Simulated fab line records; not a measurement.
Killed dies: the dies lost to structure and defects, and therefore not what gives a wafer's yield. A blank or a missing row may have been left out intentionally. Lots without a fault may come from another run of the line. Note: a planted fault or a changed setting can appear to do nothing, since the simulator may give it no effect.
Which tool is to blame? ; flow gf180mcu ; Sampling: 7 lots, 21 wafers, 2 of 602 route steps

== WHAT EACH GAUGE READ, for each wafer ==
GF_CONTACT_CD_MEAS_14: target cd 220 nm.
lot;measured;on;cd nm (nm)
L830;day 17 02:40;cd sem-02;220.8 220.3 219.8
L832;day 17 14:57;cd sem-01;219.5 219.6 219.7
L842;day 21 09:12;cd sem-02;222.3 221.8 220.9
L844;day 22 03:29;cd sem-02;219.3 218.9 219.2
L846;day 22 22:59;cd sem-01;216.8 216.4 216.5
L848;day 23 08:04;cd sem-01;220.6 221.2 220.5
L851;day 24 03:45;cd sem-01;219.5 218.5 219.0

== TOOL THAT RAN EACH LOT (tool first, then ch and the chambers of the sampled wafers, then the start) ==
lot;GF_HV_LDD_DEVELOP_30
L830;litho track-02 ch 0, day 12 07:52
L832;litho track-03 ch 0, day 12 21:40
L842;litho track-04 ch 0, day 16 04:20
L844;litho track-04 ch 0, day 16 20:27
L846;litho track-02 ch 0, day 17 17:02
L848;litho track-03 ch 0, day 18 03:37
L851;litho track-02 ch 0, day 18 23:28
- GF_HV_LDD_DEVELOP_30: develop time 60 s.

== THE ANSWER, worked out from the rows above alone ==
Rule: the usual values come from the lots themselves. Put in order of their means at a reading, lots are off if they are a third of the lots or fewer, leave a main group of 4 or more, and stand apart from it by a gap of 3 or more times the standard deviation of the main group's means; of several such gaps the widest counts. A main group whose means are all the same, to the digits that the tables above print for the reading, isn't used. Also off: a lot with no number at a reading for which 4 or more lots have one. All remaining lots with rows at the step are treated as sound.
Across all readings shown, no lot is off: no conclusion can be drawn from this.

== WHAT THE SIMULATOR HAD INSERTED ==
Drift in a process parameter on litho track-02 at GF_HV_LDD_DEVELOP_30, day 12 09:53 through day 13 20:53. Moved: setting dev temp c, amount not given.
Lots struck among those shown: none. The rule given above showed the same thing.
